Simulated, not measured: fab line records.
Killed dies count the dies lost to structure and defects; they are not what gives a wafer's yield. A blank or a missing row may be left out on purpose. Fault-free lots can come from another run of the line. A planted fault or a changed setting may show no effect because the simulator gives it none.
Code-filled problem report in 8D (eight disciplines) form ; flow sky130 ; the parts of the form that need people (team, actions taken, sign-off) are left out

## 1. THE ISSUE
Mean SPACER_CVD_00_THK at SKY_SPACER_THK_MEAS_01: 49.8 nm over 6 wafers in 2 lots; fault-free wafers: 43.4 nm, standard deviation 0.38. That puts it +17 standard deviations away from the usual mean.
First observed at day 25 17:32: wafer L894.1, on filmMetro-01. The record has a number at this step for 33 wafers belonging to 11 lots. The rule behind "out" and "out of limits": a value lying over 4 standard deviations away from the usual mean. The other wafers with a number count as sound.

## 2. WHAT IT IS, WHAT IT ISN'T
question;is;is not
which readings at this step;SPACER_CVD_00_THK;-
which lots;L894, L895;L890, L893, L902, L904, L906, L908, L909, L910, L911
which wafers of those lots;all that have a number;-
read on which gauges;filmMetro-01, filmMetro-03;filmMetro-04
when;from day 25 17:32;"up to then (6 sound wafers); but 21 sound wafers of L902, L904, L906, L908, L909, L910, L911 came after"

## 3. THE SUSPECTS, EACH WITH WHAT RULES IT OUT
Counting: a tool stays on the suspect list if, at a process step up to the reading, it processed all lots that are out and no sound lot following the first of them.
- the gauge at SKY_SPACER_THK_MEAS_01: ruled out. The wafers that are out were read on 2 gauges (filmMetro-01, filmMetro-03).
- lpcvd-02 at SKY_SPACER_CVD_00 (deposits Si3N4 from DCS/NH3, target thk 43.1 nm, time 740 s): ruled out as a lasting fault. Following L894 (day 25 15:44), the first lot on it that is out, the sound lots L902, L904, L906, L910, L909, L908, L911 were run on it.
Left after counting: nothing in the record.

## 4. THE CAUSE (what the simulator had put in)
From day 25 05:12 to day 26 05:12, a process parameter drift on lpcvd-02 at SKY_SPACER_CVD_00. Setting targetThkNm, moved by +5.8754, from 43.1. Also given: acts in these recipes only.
The count ruled it out by mistake, since the rule takes a fault to strike every lot its tool runs from the start of the fault on, and this one did not do so.

## 5. SEQUENCE OF EFFECTS, ordered by route
Each row: a reading where the mean over the struck wafers with a number is more than 3 standard deviations away from the usual. Scope: only readings with a usual standard deviation given in the record; hours: median across lots of the time from each lot's start at the first step in this table that gives one to its start at this step; sigmas: change in usual standard deviations.
hours;step;reading;usual;on struck wafers;change;sigmas
0;SKY_SPACER_THK_MEAS_01;SPACER_CVD_00_THK;43.4 nm;49.8;+6.4;+17
0;SKY_SPACER_ETCHBACK_02;oesProductAu;0.857 a.u.;0.930;+0.073;+12
Process steps it contains:
- SKY_SPACER_ETCHBACK_02: etches Si3N4 in CH3F/O2, stops on SiO2, time 46.7 s, target depth 45 nm.

## 6. HOW IT WOULD HAVE BEEN CAUGHT EARLIER
In this record the first reading out of limits at a measuring or inspecting step was taken at day 25 17:32, 12 hours after the fault began at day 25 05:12.
No tool reading at SKY_SPACER_CVD_00 that has a usual standard deviation in the record was out on any struck wafer, so an alarm limit of 4 standard deviations on those readings would not have fired.
